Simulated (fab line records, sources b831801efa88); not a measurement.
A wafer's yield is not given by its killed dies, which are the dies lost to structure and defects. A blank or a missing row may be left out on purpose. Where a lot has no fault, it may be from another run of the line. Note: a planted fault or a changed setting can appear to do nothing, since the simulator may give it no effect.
Chamber matching || flow gf180mcu || GF_V3_CMP_26 on cmp-02: 4 sister chambers
The step polishes, stops on SiO2, t overpolish 15 s, target thk 0 nm. 4 wafers are shown with their chamber, then 12 later ones without.

EACH WAFER AND ITS CHAMBER
{"wafer": "L092.6", "chamber": 3, "motor_current_A (A)": 9.4}
{"wafer": "L092.1", "chamber": 2, "motor_current_A (A)": 10.9}
{"wafer": "L092.2", "chamber": 0, "motor_current_A (A)": 11.0}
{"wafer": "L092.3", "chamber": 1, "motor_current_A (A)": 13.6}

WAFERS MISSING THEIR CHAMBER
{"wafer": "L093.1", "motor_current_A (A)": 12.9}
{"wafer": "L093.2", "motor_current_A (A)": 11.3}
{"wafer": "L093.6", "motor_current_A (A)": 10.4}
{"wafer": "L095.2", "motor_current_A (A)": 10.8}
{"wafer": "L095.4", "motor_current_A (A)": 12.7}
{"wafer": "L095.6", "motor_current_A (A)": 11.1}
{"wafer": "L096.2", "motor_current_A (A)": 10.6}
{"wafer": "L096.5", "motor_current_A (A)": 12.5}
{"wafer": "L096.6", "motor_current_A (A)": 10.6}
{"wafer": "L097.1", "motor_current_A (A)": 11.4}
{"wafer": "L097.4", "motor_current_A (A)": 10.8}
{"wafer": "L097.6", "motor_current_A (A)": 10.1}

CHAMBER TAKEN BY EACH
{"wafer": "L093.1", "from the rows above": 1, "in truth": 1}
{"wafer": "L093.2", "from the rows above": "can't be placed: 0 or 2", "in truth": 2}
{"wafer": "L093.6", "from the rows above": "can't be placed: 2 or 0 or 3", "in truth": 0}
{"wafer": "L095.2", "from the rows above": "can't be placed: 2 or 0", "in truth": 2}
{"wafer": "L095.4", "from the rows above": "can't be placed: 1 or 0 or 2", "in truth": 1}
{"wafer": "L095.6", "from the rows above": "can't be placed: 0 or 2", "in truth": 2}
{"wafer": "L096.2", "from the rows above": "can't be placed: 2 or 0 or 3", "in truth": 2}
{"wafer": "L096.5", "from the rows above": "can't be placed: 1 or 0 or 2", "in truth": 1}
{"wafer": "L096.6", "from the rows above": "can't be placed: 2 or 0 or 3", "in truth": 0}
{"wafer": "L097.1", "from the rows above": "can't be placed: 0 or 2", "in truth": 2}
{"wafer": "L097.4", "from the rows above": "can't be placed: 2 or 0", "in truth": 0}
{"wafer": "L097.6", "from the rows above": "can't be placed: 3 or 2 or 0", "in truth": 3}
Correctly placed: 1 of 12. Unplaceable from these rows: 11, with the true chamber sitting among the candidates in 11. Number placed wrongly: 0.
How it was worked out, from the rows above alone: a wafer's distance from a chamber is the root of the sum, over the readings, of the square of ((its reading less the chamber's mean) divided by the reading's scatter). The wafer belongs to the nearest chamber; if the next one is less than 2 further off, it can't be placed. The mean given for a chamber averages the wafers shown for that chamber. The scatter: with one shown wafer a chamber, the root of the mean of the squares of how far each hidden wafer lies from its nearest shown one.
